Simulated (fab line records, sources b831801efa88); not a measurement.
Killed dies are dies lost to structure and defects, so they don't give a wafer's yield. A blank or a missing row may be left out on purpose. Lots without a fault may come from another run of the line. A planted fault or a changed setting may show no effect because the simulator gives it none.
One fault seen from 2 desks | flow gf180mcu | each desk has only its own numbers; what lay behind them comes last

THE METROLOGY DESK
What the gauges read, lot by lot, whatever tool the lot ran on: means of the sampled wafers that have a number. A lot is out of limits, marked OUT, if its mean lies more than 4 standard deviations from the usual mean; the brackets give that distance.
Columns: A = PASSIVATION_CVD_00_THK at GF_PASSIVATION_THK_MEAS_01, usual 997 nm; B = PASSIVATION_CVD_02_THK at GF_PASSIVATION_THK_MEAS_03, usual 702 nm
lot  | first seen here | A   | B
L889 | day 27 23:27    | 993 | 692
L895 | day 29 22:09    | 993 | 705
L897 | day 30 12:53    | 995 | 700
L911 | day 34 05:30    | 988 | 700
L912 | day 34 09:29    | 996 | 708
This desk's finding: nothing out of limits on any of the 5 lots.

THE TOOL OWNER'S DESK: rie_diel-01
The tool's own readings at GF_PASSIVATION_ETCH_11 (etches the open film in CF4/O2, stops on TiN, target depth 2040 nm, time 453.3 s): means of the sampled wafers that have a number, for each lot that ran on this tool. A lot is out of limits, marked OUT, if its mean lies more than 4 standard deviations from the usual mean; the brackets give that distance.
Columns: A = bias_w at GF_PASSIVATION_ETCH_11, usual 150.1 W; B = drypump_motor_current_A at GF_PASSIVATION_ETCH_11, usual 5.7 A; C = oes_product_au at GF_PASSIVATION_ETCH_11, usual 0.991 a.u.; D = rf_fwd_power_W at GF_PASSIVATION_ETCH_11, usual 798.9 W; E = throttle_valve_pct at GF_PASSIVATION_ETCH_11, usual 5.968 %
lot  | first seen here | A     | B   | C     | D               | E
L895 | day 30 17:19    | 149.9 | 5.8 | 0.988 | 795.9           | 5.975
L897 | day 31 06:55    | 149.9 | 6.1 | 0.991 | 842.0 (+17) OUT | 5.970
L911 | day 34 19:58    | 150.2 | 5.8 | 0.988 | 800.9           | 5.970
This desk's finding: out of limits on L897; first on L897, day 31 06:55 (rf_fwd_power_W at GF_PASSIVATION_ETCH_11). In limits: L895, L911.

PUT TOGETHER
The tool owner's desk could have raised an alarm at day 31 06:55, on L897.
The metrology desk saw nothing out of limits.
The metrology desk has L897 on record, within its limits.
Of the lots named, all ran GF_PASSIVATION_ETCH_11 on rie_diel-01.

WHAT THE SIMULATOR HAD PUT IN
Process parameter drift: rie_diel-01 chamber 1, from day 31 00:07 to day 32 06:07, at GF_PASSIVATION_ETCH_11. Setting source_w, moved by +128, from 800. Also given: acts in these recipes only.
Lots struck among those shown: L897.
Hours from the fault's start to each desk's first reading out of limits: the tool owner's desk, 7.
